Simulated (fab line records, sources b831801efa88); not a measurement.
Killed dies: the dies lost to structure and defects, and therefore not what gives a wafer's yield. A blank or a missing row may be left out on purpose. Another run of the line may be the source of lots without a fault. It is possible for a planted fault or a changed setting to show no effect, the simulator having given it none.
A sampling plan put to the test	flow gf180mcu	one fab line, 31 faults that these records tell of, each judged on the records of the lots that it struck; 4 more are left out, because the records don't allow judging them
The plan is the line's own looks: the steps of the route at which a gauge or an inspection reads the wafer and doesn't change it. Where struck wafers have a number at a look and the file lists that look's usual mean and standard deviation on fault-free wafers, the look can be judged. Caught: a look later than the fault's first step finds the struck wafers' mean 4 or more of those standard deviations (sigma) from the usual mean. On the tool: the test repeated on the tool's own readings taken at the fault's steps. Caught also covers a different recipe on the struck wafers, or a record left blank for those wafers only.

== THE FAULTS, as the simulator had put them in ==
1. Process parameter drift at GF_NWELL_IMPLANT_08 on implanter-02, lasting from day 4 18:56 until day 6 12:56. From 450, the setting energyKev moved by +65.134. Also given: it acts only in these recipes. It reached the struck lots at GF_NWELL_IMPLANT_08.
2. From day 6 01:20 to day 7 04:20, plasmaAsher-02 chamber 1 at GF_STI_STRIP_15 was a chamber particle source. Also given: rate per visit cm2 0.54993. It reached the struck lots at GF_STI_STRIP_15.
3. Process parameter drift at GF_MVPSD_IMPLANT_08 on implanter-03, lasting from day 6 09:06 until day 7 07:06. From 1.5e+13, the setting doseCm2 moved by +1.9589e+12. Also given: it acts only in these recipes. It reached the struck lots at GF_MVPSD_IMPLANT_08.
4. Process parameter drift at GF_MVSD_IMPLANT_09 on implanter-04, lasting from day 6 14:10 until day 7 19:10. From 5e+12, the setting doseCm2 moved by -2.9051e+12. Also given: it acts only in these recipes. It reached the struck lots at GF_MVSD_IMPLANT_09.
5. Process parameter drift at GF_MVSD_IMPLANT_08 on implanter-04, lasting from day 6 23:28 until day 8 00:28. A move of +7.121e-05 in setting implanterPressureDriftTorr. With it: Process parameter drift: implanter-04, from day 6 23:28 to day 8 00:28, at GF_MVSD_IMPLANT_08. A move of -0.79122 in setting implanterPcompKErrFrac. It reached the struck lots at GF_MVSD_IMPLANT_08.
6. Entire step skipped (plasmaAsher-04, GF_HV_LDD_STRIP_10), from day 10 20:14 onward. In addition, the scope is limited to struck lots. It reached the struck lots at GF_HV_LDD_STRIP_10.
7. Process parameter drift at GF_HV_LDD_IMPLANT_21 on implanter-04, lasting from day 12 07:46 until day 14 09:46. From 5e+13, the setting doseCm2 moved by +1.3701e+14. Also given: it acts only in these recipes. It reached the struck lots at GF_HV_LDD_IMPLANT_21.
8. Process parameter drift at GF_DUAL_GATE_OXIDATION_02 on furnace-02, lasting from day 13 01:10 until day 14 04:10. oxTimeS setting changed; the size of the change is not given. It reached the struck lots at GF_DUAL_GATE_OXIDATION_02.
9. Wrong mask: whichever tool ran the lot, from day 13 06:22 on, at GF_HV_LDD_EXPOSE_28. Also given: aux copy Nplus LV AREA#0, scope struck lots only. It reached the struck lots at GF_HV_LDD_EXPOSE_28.
10. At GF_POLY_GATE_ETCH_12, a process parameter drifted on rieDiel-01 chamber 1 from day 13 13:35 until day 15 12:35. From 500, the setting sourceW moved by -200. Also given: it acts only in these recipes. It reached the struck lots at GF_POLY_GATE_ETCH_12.
11. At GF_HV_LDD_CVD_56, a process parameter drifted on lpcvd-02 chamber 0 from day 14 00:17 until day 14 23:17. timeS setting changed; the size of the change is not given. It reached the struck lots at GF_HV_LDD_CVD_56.
12. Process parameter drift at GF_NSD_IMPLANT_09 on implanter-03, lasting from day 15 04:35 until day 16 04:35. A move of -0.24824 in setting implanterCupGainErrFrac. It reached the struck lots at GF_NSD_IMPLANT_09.
13. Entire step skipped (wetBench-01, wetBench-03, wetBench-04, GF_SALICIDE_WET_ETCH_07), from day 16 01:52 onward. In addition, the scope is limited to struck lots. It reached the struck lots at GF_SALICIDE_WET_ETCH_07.
14. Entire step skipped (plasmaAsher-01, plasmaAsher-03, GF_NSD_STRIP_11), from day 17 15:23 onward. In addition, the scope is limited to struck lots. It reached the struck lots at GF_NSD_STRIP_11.
15. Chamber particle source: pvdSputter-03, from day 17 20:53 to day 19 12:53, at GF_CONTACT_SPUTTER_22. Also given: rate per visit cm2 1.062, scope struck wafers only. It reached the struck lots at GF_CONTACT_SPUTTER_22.
16. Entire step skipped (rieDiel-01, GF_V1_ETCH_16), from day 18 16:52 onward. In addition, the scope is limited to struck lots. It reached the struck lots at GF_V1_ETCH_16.
17. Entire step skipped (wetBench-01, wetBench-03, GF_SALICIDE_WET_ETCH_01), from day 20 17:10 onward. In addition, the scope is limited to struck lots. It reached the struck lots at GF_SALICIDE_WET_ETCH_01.
18. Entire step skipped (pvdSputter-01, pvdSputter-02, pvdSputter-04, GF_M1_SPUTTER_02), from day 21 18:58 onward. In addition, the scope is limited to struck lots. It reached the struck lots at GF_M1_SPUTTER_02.
19. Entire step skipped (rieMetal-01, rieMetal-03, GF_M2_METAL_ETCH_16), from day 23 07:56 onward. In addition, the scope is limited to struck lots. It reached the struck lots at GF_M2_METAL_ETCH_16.
20. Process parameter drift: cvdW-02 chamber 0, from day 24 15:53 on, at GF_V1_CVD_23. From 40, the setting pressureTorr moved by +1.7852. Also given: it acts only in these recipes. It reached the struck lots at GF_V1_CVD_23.
21. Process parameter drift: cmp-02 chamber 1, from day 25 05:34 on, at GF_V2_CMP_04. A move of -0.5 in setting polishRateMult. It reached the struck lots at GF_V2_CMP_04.
22. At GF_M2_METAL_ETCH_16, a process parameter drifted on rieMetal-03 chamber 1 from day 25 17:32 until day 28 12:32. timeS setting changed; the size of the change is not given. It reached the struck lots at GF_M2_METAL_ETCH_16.
23. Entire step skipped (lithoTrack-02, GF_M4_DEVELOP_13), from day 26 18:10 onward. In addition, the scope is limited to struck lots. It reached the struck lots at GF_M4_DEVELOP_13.
24. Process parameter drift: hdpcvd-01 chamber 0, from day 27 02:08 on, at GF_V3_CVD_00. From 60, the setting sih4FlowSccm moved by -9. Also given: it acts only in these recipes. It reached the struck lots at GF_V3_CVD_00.
25. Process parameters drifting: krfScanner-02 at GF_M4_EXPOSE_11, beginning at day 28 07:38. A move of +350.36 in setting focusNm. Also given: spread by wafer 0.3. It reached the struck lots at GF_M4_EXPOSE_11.
26. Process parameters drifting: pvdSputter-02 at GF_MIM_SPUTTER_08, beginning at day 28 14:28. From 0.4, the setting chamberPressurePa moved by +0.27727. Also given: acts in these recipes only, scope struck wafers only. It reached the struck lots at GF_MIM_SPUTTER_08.
27. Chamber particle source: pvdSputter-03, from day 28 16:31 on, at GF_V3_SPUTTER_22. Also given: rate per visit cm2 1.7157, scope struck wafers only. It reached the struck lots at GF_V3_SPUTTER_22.
28. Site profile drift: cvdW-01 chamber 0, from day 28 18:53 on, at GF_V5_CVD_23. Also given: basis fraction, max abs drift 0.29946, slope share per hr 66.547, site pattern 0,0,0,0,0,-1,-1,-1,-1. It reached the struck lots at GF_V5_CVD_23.
29. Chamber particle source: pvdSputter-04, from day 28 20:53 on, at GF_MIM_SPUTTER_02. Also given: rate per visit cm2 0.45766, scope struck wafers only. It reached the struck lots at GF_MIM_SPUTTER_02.
30. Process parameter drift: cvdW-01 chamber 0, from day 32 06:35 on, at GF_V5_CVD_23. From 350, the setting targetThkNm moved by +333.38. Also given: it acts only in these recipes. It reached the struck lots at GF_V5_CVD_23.
31. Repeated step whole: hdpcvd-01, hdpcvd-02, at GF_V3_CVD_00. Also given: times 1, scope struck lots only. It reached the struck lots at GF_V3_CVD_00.

== WHAT THE PLAN SAW ==
fault	on the tool itself	first look that catches it	reading, sigma	median hours from its first step to that look	hours from the fault's start to the first struck lot there	judged looks passed uncaught
1	beamEnergyKeV +99 or beyond sigma	GF_VT_IMPLANT_RS_MEAS_47	NWELL_RS -8.4	113.1	114	1
2	under 2 sigma	not the one look that can be judged after it	-	-	-	1
3	doseIonsCm2 +99 or beyond sigma	GF_VT_IMPLANT_RS_MEAS_49	MVPSD_RS -24	66.3	76	2
4	doseIonsCm2 -99 or beyond sigma	GF_VT_IMPLANT_RS_MEAS_46	MVSD_RS +39	84.6	90	1
5	endStationPressureTorr +99 or beyond sigma	GF_VT_IMPLANT_RS_MEAS_46	MVSD_RS -18	85.7	94	1
6	the tool's record is blank for the struck wafers	GF_HV_LDD_TW_MEAS_23	HV_LDD_2_TW -99 or beyond	18.4	23	0
7	doseIonsCm2 +99 or beyond sigma	GF_HV_LDD_TW_MEAS_23	HV_LDD_2_TW +76	0.2	5	0
8	no reading that can be judged	none of the 2 looks that can be judged after it	strongest: DUAL_GATE_OXIDATION_00_THK at GF_DUAL_GATE_THK_MEAS_03, -2.1	-	-	2
9	under 2 sigma	GF_HV_LDD_TW_MEAS_38	HV_LDD_3_TW -99 or beyond	10.7	18	0
10	rfFwdPowerW -99 or beyond sigma	no look after it can be judged	-	-	-	0
11	under 2 sigma	GF_HV_LDD_THK_MEAS_57	HV_LDD_CVD_56_THK +25	1.4	5	0
12	beamOnS +4.5 sigma	GF_PSD_RS_MEAS_14	NSD_RS -16	22.9	25	0
13	no reading that can be judged	no look after it can be judged	-	-	-	0
14	the tool's record is blank for the struck wafers	GF_PSD_TW_MEAS_11	PSD_TW -99 or beyond	24.3	40	0
15	only faintly: throttleValvePct -2.0 sigma	no look after it can be judged	-	-	-	0
16	the tool's record is blank for the struck wafers	no look after it can be judged	-	-	-	0
17	the tool's record is blank for the struck wafers	no look after it can be judged	-	-	-	0
18	the tool's record is blank for the struck wafers	GF_M1_RS_MEAS_05	M1_ALCU_RS +99 or beyond	0.1	3	0
19	the tool's record is blank for the struck wafers	no look after it can be judged	-	-	-	0
20	chamberPressureTorr +19 sigma	not the one look that can be judged after it	-	-	-	1
21	timeToEndpointS +4.6 sigma	no look after it can be judged	-	-	-	0
22	runLengthS +33 sigma	not the one look that can be judged after it	-	-	-	1
23	no reading that can be judged	no look after it can be judged	-	-	-	0
24	sih4FlowSccm -52 sigma	GF_V3_THK_MEAS_01	V3_CVD_00_THK -13	0.1	26	0
25	under 2 sigma	GF_M4_CD_MEAS_14	cdNm -22	9.4	14	0
26	chamberPressurePa +99 or beyond sigma	GF_MIM_RS_MEAS_10	MIM_ALCU_RS +16	0.0	12	0
27	under 2 sigma	not the one look that can be judged after it	-	-	-	1
28	under 2 sigma	GF_V5_RS_MEAS_24	V5_W_RS +16	0.1	20	0
29	under 2 sigma	none of the 2 looks that can be judged after it	-	-	-	2
30	under 2 sigma	GF_V5_RS_MEAS_24	V5_W_RS -46	0.1	11	0
31	no reading that can be judged	GF_V3_THK_MEAS_01	V3_CVD_00_THK +87	0.3	-	0
A dash: the fault is not caught, or the number is missing from these records.

Caught at a look: 17 of 31. Caught on the tool: 18 of 31. By one or the other: 24 of 31.
On the tool alone, faults 10, 16, 17, 19, 20, 21, 22 were caught.
Caught at a look alone: faults 9, 11, 25, 28, 30, 31.
Caught by neither: faults 2, 8, 13, 15, 23, 27, 29.

== THINNER SAMPLING ==
In the worst case, this is how late the first struck lot would be measured if the look that catches a fault measured only every second or every third lot, by lot number:
fault	struck lots at that look, in order of time	every lot	every second lot	every third lot
1	L554, L556	114 h	may miss all 2	may miss all 2
3	L446	76 h	may miss it	may miss it
4	L611, L612	90 h	98 h	may miss all 2
5	L252	94 h	may miss it	may miss it
6	L363, L364	23 h	31 h	may miss all 2
7	L850, L853	5 h	32 h	may miss all 2
9	L256	18 h	may miss it	may miss it
11	L477	5 h	may miss it	may miss it
12	L949, L951	25 h	may miss all 2	may miss all 2
14	L702	40 h	may miss it	may miss it
18	L955, L956, L957	3 h	14 h	21 h
24	L995	26 h	may miss it	may miss it
25	L207	14 h	may miss it	may miss it
26	L227	12 h	may miss it	may miss it
28	L981, L983	20 h	may miss all 2	may miss all 2
30	L868	11 h	may miss it	may miss it
The hour figures run from when the fault began to the first measured lot among those it struck. The limit of 4 sigma was tested on all struck wafers together, so one lot alone may lie under it. Other struck lots may not be in these records.

== THE LONGEST TIMED WAY FROM STEP TO LOOK ==
Fault 1: median gap of 113.1 hours between GF_NWELL_IMPLANT_08 and GF_VT_IMPLANT_RS_MEAS_47. The look between them that can be judged stayed within 4 sigma: GF_LVPWELL_TW_MEAS_11.
